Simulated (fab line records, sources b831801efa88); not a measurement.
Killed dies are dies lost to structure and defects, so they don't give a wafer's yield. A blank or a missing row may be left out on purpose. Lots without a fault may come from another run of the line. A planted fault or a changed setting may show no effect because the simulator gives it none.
Chamber matching | flow gf180mcu | GF_V4_CMP_26 on cmp-01: 4 sister chambers
The step polishes, stops on SiO2, t overpolish 15 s, target thk 0 nm. 4 wafers are shown with their chamber, then 8 later ones without.

WAFERS WITH THEIR CHAMBER
wafer  | chamber | motor_current_A (A)
L991.6 | 2       | 9.0
L994.3 | 0       | 9.7
L994.5 | 3       | 11.1
L996.1 | 1       | 11.6

WAFERS WITHOUT THEIR CHAMBER
wafer  | motor_current_A (A)
L996.3 | 10.2
L996.5 | 9.8
L101.3 | 9.5
L101.4 | 10.9
L101.5 | 12.0
L111.2 | 9.9
L111.3 | 9.2
L111.6 | 10.0

WHICH CHAMBER EACH WENT THROUGH
wafer  | from the rows above     | in truth
L996.3 | can't be placed: 0 or 3 | 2
L996.5 | 0                       | 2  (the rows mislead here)
L101.3 | can't be placed: 0 or 2 | 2
L101.4 | can't be placed: 3 or 1 | 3
L101.5 | can't be placed: 1 or 3 | 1
L111.2 | 0                       | 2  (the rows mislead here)
L111.3 | can't be placed: 2 or 0 | 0
L111.6 | 0                       | 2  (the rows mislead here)
Placed correctly: 0 of 8. Can't be placed from these rows: 5 (the true chamber is among the candidates in 4). Placed wrongly: 3.
How it was worked out, from the rows above alone: a wafer's distance from a chamber is the root of the sum, over the readings, of the square of ((its reading less the chamber's mean) divided by the reading's scatter). The wafer belongs to the nearest chamber; if the next one is less than 2 further off, it can't be placed. A chamber's mean is the mean of its shown wafers. The scatter: with one shown wafer a chamber, the root of the mean of the squares of how far each hidden wafer lies from its nearest shown one.
